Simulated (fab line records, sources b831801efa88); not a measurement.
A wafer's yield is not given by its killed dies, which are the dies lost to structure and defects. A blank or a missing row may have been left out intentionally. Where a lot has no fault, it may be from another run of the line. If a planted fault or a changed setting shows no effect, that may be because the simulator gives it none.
Which tool is to blame? / flow gf180mcu / 14 lots with 42 wafers sampled at 2 steps, on a route of 602 steps

WHAT THE GAUGES SHOWED, per wafer
GF_HV_LDD_RS_MEAS_53: measures by four-point-probe.
lot=L977; measured=day 12 11:17; on=film-metro-02; HV_LDD_RS (ohm/sq)=417.2 417.1 417.8
lot=L978; measured=day 13 06:06; on=film-metro-03; HV_LDD_RS (ohm/sq)=419.0 418.9 419.0
lot=L980; measured=day 13 12:47; on=film-metro-03; HV_LDD_RS (ohm/sq)=417.8 417.8 418.5
lot=L981; measured=day 13 21:39; on=film-metro-04; HV_LDD_RS (ohm/sq)=419.5 421.3 418.9
lot=L982; measured=day 14 02:16; on=film-metro-02; HV_LDD_RS (ohm/sq)=419.1 420.3 419.1
lot=L986; measured=day 15 10:31; on=film-metro-02; HV_LDD_RS (ohm/sq)=419.5 417.7 417.9
lot=L987; measured=day 16 00:41; on=film-metro-03; HV_LDD_RS (ohm/sq)=- - -
lot=L988; measured=day 16 10:47; on=film-metro-03; HV_LDD_RS (ohm/sq)=418.9 418.4 419.4
lot=L989; measured=day 16 12:18; on=film-metro-02; HV_LDD_RS (ohm/sq)=- - -
lot=L996; measured=day 18 16:42; on=film-metro-03; HV_LDD_RS (ohm/sq)=417.1 418.1 417.5
lot=L997; measured=day 19 09:31; on=film-metro-04; HV_LDD_RS (ohm/sq)=419.1 419.1 420.0
lot=L998; measured=day 19 12:11; on=film-metro-02; HV_LDD_RS (ohm/sq)=418.9 418.9 417.8
lot=L999; measured=day 19 19:17; on=film-metro-02; HV_LDD_RS (ohm/sq)=415.9 416.3 415.5
lot=L100; measured=day 20 08:16; on=film-metro-02; HV_LDD_RS (ohm/sq)=417.2 417.2 416.6

EACH LOT AND THE TOOL THAT RAN IT (in order: tool; ch and the chambers of the sampled wafers; start)
lot=L977; GF_HV_LDD_IMPLANT_35=implanter-02 ch 0, day 11 15:31
lot=L978; GF_HV_LDD_IMPLANT_35=implanter-01 ch 0, day 12 09:41
lot=L980; GF_HV_LDD_IMPLANT_35=implanter-01 ch 0, day 12 16:03
lot=L981; GF_HV_LDD_IMPLANT_35=implanter-03 ch 0, day 13 00:07
lot=L982; GF_HV_LDD_IMPLANT_35=implanter-01 ch 0, day 13 05:07
lot=L986; GF_HV_LDD_IMPLANT_35=implanter-02 ch 0, day 14 12:49
lot=L987; GF_HV_LDD_IMPLANT_35=implanter-03 ch 0, day 15 02:28
lot=L988; GF_HV_LDD_IMPLANT_35=implanter-02 ch 0, day 15 12:17
lot=L989; GF_HV_LDD_IMPLANT_35=implanter-03 ch 0, day 15 13:14
lot=L996; GF_HV_LDD_IMPLANT_35=implanter-02 ch 0, day 17 16:34
lot=L997; GF_HV_LDD_IMPLANT_35=implanter-01 ch 0, day 18 08:48
lot=L998; GF_HV_LDD_IMPLANT_35=implanter-01 ch 0, day 18 11:00
lot=L999; GF_HV_LDD_IMPLANT_35=implanter-03 ch 0, day 18 18:20
lot=L100; GF_HV_LDD_IMPLANT_35=implanter-02 ch 0, day 19 06:59
- GF_HV_LDD_IMPLANT_35

WHAT THE TOOLS THEMSELVES READ (means of the sampled wafers that have a number; where no wafer has one, the mark that the record gives instead)
GF_HV_LDD_IMPLANT_35.
lot=L977 tool=implanter-02 dose-ions-cm2=7.500e+12
lot=L978 tool=implanter-01 dose-ions-cm2=7.507e+12
lot=L980 tool=implanter-01 dose-ions-cm2=7.505e+12
lot=L981 tool=implanter-03 dose-ions-cm2=7.500e+12
lot=L982 tool=implanter-01 dose-ions-cm2=7.493e+12
lot=L986 tool=implanter-02 dose-ions-cm2=7.497e+12
lot=L987 tool=implanter-03 dose-ions-cm2=7.491e+12
lot=L988 tool=implanter-02 dose-ions-cm2=7.504e+12
lot=L989 tool=implanter-03 dose-ions-cm2=7.502e+12
lot=L996 tool=implanter-02 dose-ions-cm2=7.502e+12
lot=L997 tool=implanter-01 dose-ions-cm2=7.498e+12
lot=L998 tool=implanter-01 dose-ions-cm2=7.494e+12
lot=L999 tool=implanter-03 dose-ions-cm2=7.495e+12
lot=L100 tool=implanter-02 dose-ions-cm2=7.496e+12

THE ANSWER, worked out from the rows above alone
Rule: usual is defined by the lots themselves. Put in order of their means at a reading, lots are off if they are a third of the lots or fewer, leave a main group of 4 or more, and stand apart from it by a gap of 3 or more times the standard deviation of the main group's means; of several such gaps the widest counts. If all means in a main group match to the digits the tables above print for the reading, that group is not used. A lot without any number at a reading at which 4 lots or more have one is off too. All remaining lots with rows at the step are treated as sound. First the gauges in route order, then the tools' own readings, where a lot's mean is used as printed above. At the first step where some lot is off, the reading lying furthest off is the one used; lots without a number count as furthest.
Off: L987, L989, seen at GF_HV_LDD_RS_MEAS_53 (HV_LDD_RS). Without a number there: L987, L989. Main group: mean 418.3 ohm/sq, sd 1.1.
If a tool, at a process step before that reading, ran all the lots that are off and no sound lot after the first of them, it fits. Those tools and the gauges at GF_HV_LDD_RS_MEAS_53 are tried in the same way. No candidate that was tried fits.

WHAT THE SIMULATOR HAD PUT IN
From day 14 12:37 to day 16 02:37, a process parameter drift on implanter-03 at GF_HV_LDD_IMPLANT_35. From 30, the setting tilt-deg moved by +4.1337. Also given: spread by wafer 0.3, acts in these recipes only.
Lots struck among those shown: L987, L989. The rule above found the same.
